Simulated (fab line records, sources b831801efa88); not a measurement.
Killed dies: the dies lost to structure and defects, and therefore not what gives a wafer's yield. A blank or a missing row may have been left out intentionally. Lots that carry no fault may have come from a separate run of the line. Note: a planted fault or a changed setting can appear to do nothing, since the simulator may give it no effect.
2 desks, one fault + flow gf180mcu + only its own numbers are on each desk; what lay behind them is given at the end

== FROM THE METROLOGY DESK ==
What the gauges read for every lot (on any tool): the sampled wafers with a number, averaged. If a lot's mean is further than 4 standard deviations from the usual mean, the lot is out of limits and carries the mark OUT (the distance appears in the brackets).
Columns: A = LVPWELL_TW at GF_LVPWELL_TW_MEAS_11, usual 558; B = LVPWELL_RS at GF_VT_IMPLANT_RS_MEAS_48, usual 1197 ohm/sq; C = CONTACT_BOW at GF_CONTACT_BOW_MEAS_05, usual 64 um
| lot  | first seen here | A             | B              | C  |
|------|-----------------|---------------|----------------|----|
| L273 | day 3 21:19     | 558           | 1199           | 61 |
| L275 | day 4 07:03     | 562           | 1198           | 66 |
| L276 | day 4 13:49     | 557           | 1191           | 59 |
| L277 | day 4 20:12     | 560           | 1198           | 60 |
| L278 | day 5 01:26     | 561           | 1197           | 62 |
| L284 | day 6 11:22     | 617 (+15) OUT | 1430 (+78) OUT | 61 |
| L285 | day 6 15:16     | 562           | 1195           | 66 |
| L288 | day 7 12:20     | 609 (+13) OUT | 1425 (+76) OUT | 65 |
| L289 | day 7 13:37     | 557           | 1197           | 65 |
| L290 | day 7 21:06     | 561           | 1193           | 64 |
| L291 | day 8 03:23     | 558           | 1194           | 74 |
| L293 | day 8 13:52     | 551           | 1201           | 69 |
This desk's finding: out of limits on L284, L288; first on L284, day 6 11:22 (LVPWELL_TW at GF_LVPWELL_TW_MEAS_11). L273, L275, L276, L277, L278, L285, L289, L290, L291, L293: within limits.

== THE TOOL OWNER'S DESK: implanter-03 ==
GF_LVPWELL_IMPLANT_08, tool's own readings: per-lot mean of the sampled wafers with a number, covering each lot this tool ran. If a lot's mean is further than 4 standard deviations from the usual mean, the lot is out of limits and carries the mark OUT (the distance appears in the brackets).
Columns: A = tiltDeg at GF_LVPWELL_IMPLANT_08, usual -0.001 degrees
| lot  | first seen here | A                       |
|------|-----------------|-------------------------|
| L277 | day 4 19:49     | 0.020                   |
| L284 | day 6 10:59     | 6.320 (+99 or more) OUT |
| L288 | day 7 11:56     | 6.283 (+99 or more) OUT |
This desk finds L284, L288 out of limits, L284 being first, at day 6 10:59 (tiltDeg at GF_LVPWELL_IMPLANT_08). L277: within limits.

== PUT TOGETHER ==
At day 6 10:59, on L284, L288, the tool owner's desk was in a position to raise an alarm.
Metrology desk: alarm possible at day 6 11:22 on L284, L288.
Every lot named ran GF_LVPWELL_IMPLANT_08 on implanter-03.

== WHAT THE SIMULATOR PUT IN ==
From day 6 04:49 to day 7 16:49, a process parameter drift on implanter-03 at GF_LVPWELL_IMPLANT_08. From 0, the setting tiltDeg moved by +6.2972. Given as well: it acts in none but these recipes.
Struck lots among those shown: L284, L288.
Hours from the fault's start to each desk's first reading out of limits: the tool owner's desk, 6; the metrology desk, 7.
